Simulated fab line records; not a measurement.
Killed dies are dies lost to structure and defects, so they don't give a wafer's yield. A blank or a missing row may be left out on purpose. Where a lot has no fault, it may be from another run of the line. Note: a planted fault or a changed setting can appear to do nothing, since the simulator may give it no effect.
Problem report, 8D (eight disciplines) form, completed by code | flow sky130 | the parts of the form that need people (team, actions taken, sign-off) are left out

1. PROBLEM STATEMENT
Across 6 wafers from 2 lots, LDD_P_TW at SKY_LDD_P_TW_MEAS_11 averages 656, while fault-free wafers read 633 with a standard deviation of 3.6. That is +6.4 standard deviations from the usual mean.
The first sign was on wafer L273.1 at day 21 03:38, on film metro-01. The record has a number at this step for 33 wafers belonging to 11 lots. Rule for "out", or "out of limits": more than 4 standard deviations from the usual mean. All remaining wafers that have a number are taken as sound.

2. WHAT IT IS, AND WHAT IT ISN'T
question                    | is                           | is not
which readings at this step | LDD_P_TW                     | -
which lots                  | L273, L275                   | L268, L269, L279, L282, L283, L285, L287, L288, L289
which wafers of those lots  | all that have a number       | -
read on which gauges        | film metro-01, film metro-02 | film metro-03
when                        | from day 21 03:38            | up to then (6 sound wafers); but 21 sound wafers of L279, L282, L283, L285, L287, L288, L289 came after

3. THE SUSPECTS, EACH WITH WHAT RULES IT OUT
Counting: a tool stays on the suspect list if, at a process step up to the reading, it processed all lots that are out and no sound lot following the first of them.
- the gauge at SKY_LDD_P_TW_MEAS_11: ruled out. The wafers that are out were read on 2 gauges (film metro-01, film metro-02).
- implanter-03 at SKY_LDD_P_IMPLANT_09: ruled out as a lasting fault. Following L273 (day 21 03:23), the first lot on it that is out, the sound lots L282, L285, L287 were run on it.
Left after counting: nothing in the record.

4. THE CAUSE (what the simulator had put in)
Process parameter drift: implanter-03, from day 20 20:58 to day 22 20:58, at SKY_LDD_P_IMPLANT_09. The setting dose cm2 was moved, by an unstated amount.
It was ruled out by counting, in error; the rule expects a fault to strike all lots run on its tool from its start on, and this fault did not.

5. THE CHAIN OF EFFECTS, in route order
Each row: a reading where the mean over the struck wafers with a number is more than 3 standard deviations away from the usual. Only readings for which the record gives a usual standard deviation are gone through. hours: the time from each lot's start at the first step in this table that gives one to its start at this step, as a median over the lots. sigmas: the change in usual standard deviations.
hours | step                 | reading            | usual      | on struck wafers | change      | sigmas
0     | SKY_LDD_P_IMPLANT_09 | dose ions cm2      | 1.0001e+13 | 1.1284e+13       | +1.2828e+12 | +99 or more
0     | SKY_LDD_P_IMPLANT_09 | faraday current uA | 56.3       | 64.3             | +8.0        | +7.3
0     | SKY_LDD_P_TW_MEAS_11 | LDD_P_TW           | 633        | 656              | +23         | +6.4
The process steps in it:
- SKY_LDD_P_IMPLANT_09
Later measuring or inspecting steps at which every struck wafer that the step has a row for has a number for every such reading, and none has moved that far: SKY_LI_CONTACT_THK_MEAS_01.

6. HOW IT WOULD HAVE BEEN CAUGHT EARLIER
Counted from the fault's start at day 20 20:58, it took 7 hours until the first out-of-limits reading at a measuring or inspecting step in this record, taken at day 21 03:38.
Tool's own readings at SKY_LDD_P_IMPLANT_09, dose ions cm2, faraday current uA: out on all struck wafers the step has rows for; an alarm limit on them would have tripped on the first.
